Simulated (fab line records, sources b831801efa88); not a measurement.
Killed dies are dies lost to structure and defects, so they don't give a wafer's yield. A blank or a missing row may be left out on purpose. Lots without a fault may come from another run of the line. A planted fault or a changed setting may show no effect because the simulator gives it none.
Chamber matching | flow gf180mcu | GF_V3_CMP_04 on cmp-01: 4 sister chambers
The step polishes SiO2. 8 wafers are shown with their chamber, then 6 later ones without.

WAFERS WITH THEIR CHAMBER
wafer  | chamber | motor_current_A (A) | time_to_endpoint_s (s)
L348.4 | 0       | 11.5                | 85
L354.2 | 2       | 11.9                | 70
L354.6 | 3       | 11.5                | 74
L355.3 | 2       | 11.7                | 71
L355.4 | 1       | 11.9                | 84
L355.5 | 0       | 10.7                | 78
L358.3 | 1       | 11.9                | 77
L358.4 | 3       | 11.0                | 75

WAFERS WITHOUT THEIR CHAMBER
wafer  | motor_current_A (A) | time_to_endpoint_s (s)
L358.6 | 11.9                | 81
L359.1 | 11.4                | 74
L359.3 | 10.5                | 88
L368.2 | 12.6                | 80
L368.4 | 11.1                | 91
L368.5 | 11.0                | 87

WHICH CHAMBER EACH WENT THROUGH
wafer  | from the rows above               | in truth
L358.6 | 1                                 | 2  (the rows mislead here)
L359.1 | can't be placed: 3 or 2 or 0 or 1 | 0
L359.3 | can't be placed: 0 or 3           | 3
L368.2 | can't be placed: 1 or 2           | 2
L368.4 | can't be placed: 0 or 1           | 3
L368.5 | can't be placed: 0 or 1           | 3
Placed correctly: 0 of 6. Can't be placed from these rows: 5 (the true chamber is among the candidates in 3). Placed wrongly: 1.
How it was worked out, from the rows above alone: a wafer's distance from a chamber is the root of the sum, over the readings, of the square of ((its reading less the chamber's mean) divided by the reading's scatter). The wafer belongs to the nearest chamber; if the next one is less than 2 further off, it can't be placed. A chamber's mean is the mean of its shown wafers. The scatter: the root of (the sum of the squares of (reading less its chamber's mean) over the shown wafers, divided by (wafers less chambers)).
